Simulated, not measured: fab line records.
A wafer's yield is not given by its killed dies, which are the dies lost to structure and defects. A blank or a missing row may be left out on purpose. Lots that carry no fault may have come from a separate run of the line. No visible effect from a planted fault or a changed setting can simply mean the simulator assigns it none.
Which tool is to blame? | flow gf180mcu | 14 lots with 42 wafers sampled at 6 steps, on a route of 602 steps

== WHAT THE GAUGES SHOWED, per wafer ==
GF_M3_OVL_MEAS_15. Usual: M3_OVL gives 1 nm (standard deviation 4.6).
lot  | measured     | on         | M3_OVL (nm) | flag
L757 | day 21 04:26 | overlay-01 | -6 -5 1     |
L759 | day 22 03:55 | overlay-02 | -3 0 -3     |
L761 | day 22 23:41 | overlay-02 | 1 0 -1      |
L763 | day 23 16:34 | overlay-01 | -7 -6 -3    |
L765 | day 24 07:08 | overlay-01 | 6 4 5       |
L766 | day 24 22:41 | overlay-02 | 3 4 -1      |
L767 | day 24 23:59 | overlay-01 | 5 4 3       |
L768 | day 25 03:49 | overlay-01 | 3 3 1       |
L775 | day 27 14:59 | overlay-01 | -6 7 2      |
L777 | day 28 01:46 | overlay-02 | 2 -3 2      |
L776 | day 28 03:50 | overlay-01 | 5 4 3       |
L778 | day 28 13:52 | overlay-01 | -8 3 -3     |
L779 | day 28 15:07 | overlay-01 | 1 -2 -5     |
L780 | day 28 18:04 | overlay-02 | 1 2 -2      |

GF_V3_THK_MEAS_25: measures by xrf. Usual: V3_W_THK gives 355 nm (standard deviation 7.9).
lot  | measured     | on            | V3_W_THK (nm) | flag
L757 | day 22 06:36 | film-metro-02 | 363 362 345   |
L759 | day 23 05:55 | film-metro-02 | 347 344 353   |
L761 | day 24 01:07 | film-metro-03 | 359 359 343   |
L763 | day 24 17:13 | film-metro-03 | 360 340 354   |
L765 | day 25 07:43 | film-metro-03 | 344 355 356   |
L766 | day 25 22:50 | film-metro-02 | 366 368 361   |
L767 | day 26 00:24 | film-metro-03 | 362 356 360   |
L768 | day 26 03:26 | film-metro-02 | 367 365 365   |
L775 | day 28 12:47 | film-metro-03 | 342 353 339   |
L777 | day 28 23:31 | film-metro-03 | 360 361 345   |
L776 | day 29 01:41 | film-metro-02 | 365 362 347   |
L778 | day 29 11:35 | film-metro-02 | 347 347 349   |
L779 | day 29 12:47 | film-metro-02 | 356 363 354   |
L780 | day 29 15:29 | film-metro-03 | 349 350 355   |

GF_M4_RS_MEAS_05: measurement is done with a four-point probe. Usual: M4_ALCU_RS gives 0.0698 ohm/sq (standard deviation 0.00092).
lot  | measured     | on            | M4_ALCU_RS (ohm/sq)  | flag
L757 | day 22 07:11 | film-metro-01 | 0.0707 0.0703 0.0705 |
L759 | day 23 06:30 | film-metro-01 | 0.0702 0.0705 0.0702 |
L761 | day 24 01:42 | film-metro-03 | 0.0697 0.0690 0.0703 |
L763 | day 24 17:49 | film-metro-01 | 0.0689 0.0690 0.0684 |
L765 | day 25 08:18 | film-metro-04 | 0.0708 0.0707 0.0706 |
L766 | day 25 23:25 | film-metro-03 | 7.1214 7.2527 7.2453 | OFF
L767 | day 26 00:59 | film-metro-01 | 7.1224 7.1432 7.0963 | OFF
L768 | day 26 04:03 | film-metro-01 | 0.0690 0.0708 0.0701 |
L775 | day 28 13:22 | film-metro-01 | 0.0707 0.0692 0.0692 |
L777 | day 29 00:07 | film-metro-04 | 0.0683 0.0681 0.0691 |
L776 | day 29 02:31 | film-metro-01 | 0.0697 0.0700 0.0699 |
L778 | day 29 12:17 | film-metro-04 | 0.0708 0.0692 0.0712 |
L779 | day 29 13:22 | film-metro-04 | 0.0696 0.0688 0.0695 |
L780 | day 29 16:04 | film-metro-01 | 0.0684 0.0681 0.0688 |

GF_M4_THK_MEAS_06: measures by xrf. Usual: M4_ALCU_THK gives 447 nm (standard deviation 5.9).
lot  | measured     | on            | M4_ALCU_THK (nm) | flag
L757 | day 22 07:18 | film-metro-01 | 444 451 446      |
L759 | day 23 06:37 | film-metro-01 | 449 445 447      |
L761 | day 24 01:49 | film-metro-03 | 446 451 444      |
L763 | day 24 17:55 | film-metro-01 | 455 457 460      |
L765 | day 25 08:25 | film-metro-04 | 440 437 442      |
L766 | day 25 23:32 | film-metro-03 | <0 <0 <0         | OFF
L767 | day 26 01:06 | film-metro-01 | <0 <0 <0         | OFF
L768 | day 26 04:09 | film-metro-01 | 455 445 447      |
L775 | day 28 13:29 | film-metro-01 | 445 451 452      |
L777 | day 29 00:13 | film-metro-04 | 454 457 448      |
L776 | day 29 02:36 | film-metro-01 | 450 447 453      |
L778 | day 29 12:24 | film-metro-04 | 440 449 442      |
L779 | day 29 13:29 | film-metro-04 | 447 450 449      |
L780 | day 29 16:11 | film-metro-01 | 458 458 456      |

== TOOL THAT RAN EACH LOT (tool first, then ch and the chambers of the sampled wafers, then the start) ==
lot  | GF_V3_STRIP_18                       | GF_M4_SPUTTER_02
L757 | plasma-asher-03 ch 0,1, day 22 05:42 | pvd-sputter-01, day 22 07:05
L759 | plasma-asher-01 ch 0,1, day 23 05:00 | pvd-sputter-01, day 23 06:25
L761 | plasma-asher-01 ch 0,1, day 24 00:13 | pvd-sputter-04, day 24 01:37
L763 | plasma-asher-03 ch 0,1, day 24 16:22 | pvd-sputter-02, day 24 17:41
L765 | plasma-asher-01 ch 0,1, day 25 06:51 | pvd-sputter-02, day 25 08:13
L766 | plasma-asher-01 ch 0, day 25 21:58   | pvd-sputter-01, day 25 23:19
L767 | plasma-asher-03 ch 0,1, day 25 23:30 | pvd-sputter-01, day 26 00:53
L768 | plasma-asher-03 ch 0,1, day 26 02:35 | pvd-sputter-01, day 26 03:55
L775 | plasma-asher-02 ch 0,1, day 28 11:55 | pvd-sputter-04, day 28 13:16
L777 | plasma-asher-01 ch 0,1, day 28 22:35 | pvd-sputter-04, day 28 23:58
L776 | plasma-asher-02 ch 0,1, day 29 00:47 | pvd-sputter-04, day 29 02:22
L778 | plasma-asher-02 ch 0,1, day 29 10:42 | pvd-sputter-04, day 29 12:11
L779 | plasma-asher-01 ch 0,1, day 29 11:52 | pvd-sputter-02, day 29 13:17
L780 | plasma-asher-03 ch 0,1, day 29 14:36 | pvd-sputter-02, day 29 15:58
- GF_V3_STRIP_18: strips in O2/N2.
- GF_M4_SPUTTER_02: material AlCu, target thk 450 nm, time 23.9 s.

== AS READ BY THE TOOLS THEMSELVES (means over the sampled wafers that have a number; for cases with no such wafer, the mark the record gives instead) ==
GF_V3_STRIP_18. Usual: drypump-motor-current-A 5.5 A, standard deviation 0.39; heater-power-w 325 W, standard deviation 21; oes-product-au 0.593 a.u., standard deviation 0.0054.
lot  | tool            | drypump-motor-current-A (A) | heater-power-w (W) | oes-product-au (a.u.) | flag
L757 | plasma-asher-03 | 5.3                         | 343                | 0.597                 |
L759 | plasma-asher-01 | 5.5                         | 319                | 0.589                 |
L761 | plasma-asher-01 | 5.5                         | 314                | 0.594                 |
L763 | plasma-asher-03 | 5.3                         | 344                | 0.593                 |
L765 | plasma-asher-01 | 5.8                         | 307                | 0.592                 |
L766 | plasma-asher-01 | 5.2                         | 324                | 0.594                 |
L767 | plasma-asher-03 | 5.5                         | 346                | 0.585                 |
L768 | plasma-asher-03 | 5.5                         | 342                | 0.593                 |
L775 | plasma-asher-02 | 5.3                         | 316                | 0.594                 |
L777 | plasma-asher-01 | 5.8                         | 307                | 0.594                 |
L776 | plasma-asher-02 | 5.1                         | 333                | 0.596                 |
L778 | plasma-asher-02 | 5.3                         | 311                | 0.591                 |
L779 | plasma-asher-01 | 5.5                         | 316                | 0.585                 |
L780 | plasma-asher-03 | 5.3                         | 343                | 0.590                 |

GF_M4_SPUTTER_02. Usual: cathode-dc-power-W 10600 W, standard deviation 1.8; chamber-pressure-pa 0.4001 Pa, standard deviation 0.00081; throttle-valve-pct 30.1 %, standard deviation 0.94.
lot  | tool           | cathode-dc-power-W (W) | chamber-pressure-pa (Pa) | throttle-valve-pct (%) | flag
L757 | pvd-sputter-01 | 10600                  | 0.4002                   | 29.4                   |
L759 | pvd-sputter-01 | 10600                  | 0.4002                   | 28.9                   |
L761 | pvd-sputter-04 | 10599                  | 0.4007                   | 29.8                   |
L763 | pvd-sputter-02 | 10599                  | 0.3999                   | 30.1                   |
L765 | pvd-sputter-02 | 10601                  | 0.3997                   | 31.0                   |
L766 | pvd-sputter-01 | -                      | -                        | -                      | OFF
L767 | pvd-sputter-01 | -                      | -                        | -                      | OFF
L768 | pvd-sputter-01 | 10602                  | 0.3992                   | 29.5                   |
L775 | pvd-sputter-04 | 10601                  | 0.4005                   | 30.1                   |
L777 | pvd-sputter-04 | 10601                  | 0.3991                   | 30.5                   |
L776 | pvd-sputter-04 | 10600                  | 0.4006                   | 30.9                   |
L778 | pvd-sputter-04 | 10600                  | 0.3997                   | 29.9                   |
L779 | pvd-sputter-02 | 10601                  | 0.4003                   | 30.0                   |
L780 | pvd-sputter-02 | 10601                  | 0.4003                   | 30.8                   |

== THE ANSWER, worked out from the rows above alone ==
Rule: lot off if the mean of its wafers having a number is beyond 3 standard deviations from the usual mean. A lot without any number at a reading at which 4 lots or more have one is off too. The other lots that the step has rows for count as sound. Order of review: gauges by route order, followed by the tools' own readings, for which a lot's mean as printed above is used. At the first step where some lot is off, the reading lying furthest off is the one used; lots without a number count as furthest.
Off: L766, L767, at GF_M4_RS_MEAS_05 (M4_ALCU_RS).
A tool fits if, at a process step before that reading, it ran every lot that is off, and no sound lot after the first of them. The gauges at GF_M4_RS_MEAS_05 aren't tried: what is off there is off at GF_M4_SPUTTER_02 too, on other tools, and a gauge's error can't cause that. None of those tried fits.

== WHAT THE SIMULATOR HAD PUT IN ==
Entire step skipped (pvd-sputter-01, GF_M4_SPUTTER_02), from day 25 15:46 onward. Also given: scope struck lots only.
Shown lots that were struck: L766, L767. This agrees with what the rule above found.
